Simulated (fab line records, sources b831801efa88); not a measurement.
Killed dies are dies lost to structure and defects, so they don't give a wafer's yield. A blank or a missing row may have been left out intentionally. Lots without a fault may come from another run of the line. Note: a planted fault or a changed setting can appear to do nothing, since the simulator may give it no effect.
What tool caused it? | flow sky130 | Sampling: 7 lots, 21 wafers, 2 of 708 route steps

WHAT THE GAUGES SHOWED, per wafer
SKY_VT_ADJUST_HVTP_TW_MEAS_11.
lot  | measured     | on           | VT_ADJUST_HVTP_TW
L866 | day 6 11:07  | filmMetro-04 | 1361 1364 1362
L869 | day 7 18:55  | filmMetro-03 | 1368 1367 1368
L874 | day 8 17:04  | filmMetro-01 | 1346 1338 1343
L876 | day 9 07:49  | filmMetro-03 | 1356 1362 1360
L881 | day 10 09:03 | filmMetro-01 | 1342 1343 1342
L883 | day 10 22:10 | filmMetro-03 | 1359 1368 1357
L885 | day 11 14:34 | filmMetro-01 | 1335 1336 1340

WHICH TOOL RAN EACH LOT (tool, then ch and the chambers of the sampled wafers, then the start)
lot  | SKY_VT_ADJUST_HVTP_STRIP_10
L866 | plasmaAsher-04 ch 1, day 6 11:01
L869 | plasmaAsher-02 ch 0,1, day 7 18:49
L874 | plasmaAsher-02 ch 0,1, day 8 16:58
L876 | plasmaAsher-04 ch 0,1, day 9 07:43
L881 | plasmaAsher-02 ch 0,1, day 10 08:57
L883 | plasmaAsher-04 ch 0,1, day 10 22:04
L885 | plasmaAsher-04 ch 0,1, day 11 14:28
- SKY_VT_ADJUST_HVTP_STRIP_10: strips in O2/N2.

THE ANSWER, worked out from the rows above alone
Rule: the usual values come from the lots themselves. The widest of any qualifying gaps counts: lots, ordered by their means at a reading, are off when they make up no more than a third of the lots, leave a main group of 4 or more, and stand apart from it by 3 or more times the standard deviation of that group's means. If all means in a main group match to the digits the tables above print for the reading, that group is not used. Also off: a lot with no number at a reading for which 4 or more lots have one. All remaining lots with rows at the step are treated as sound.
Nothing can be told from this: no lot is off at any reading shown.

WHAT THE SIMULATOR HAD INSERTED
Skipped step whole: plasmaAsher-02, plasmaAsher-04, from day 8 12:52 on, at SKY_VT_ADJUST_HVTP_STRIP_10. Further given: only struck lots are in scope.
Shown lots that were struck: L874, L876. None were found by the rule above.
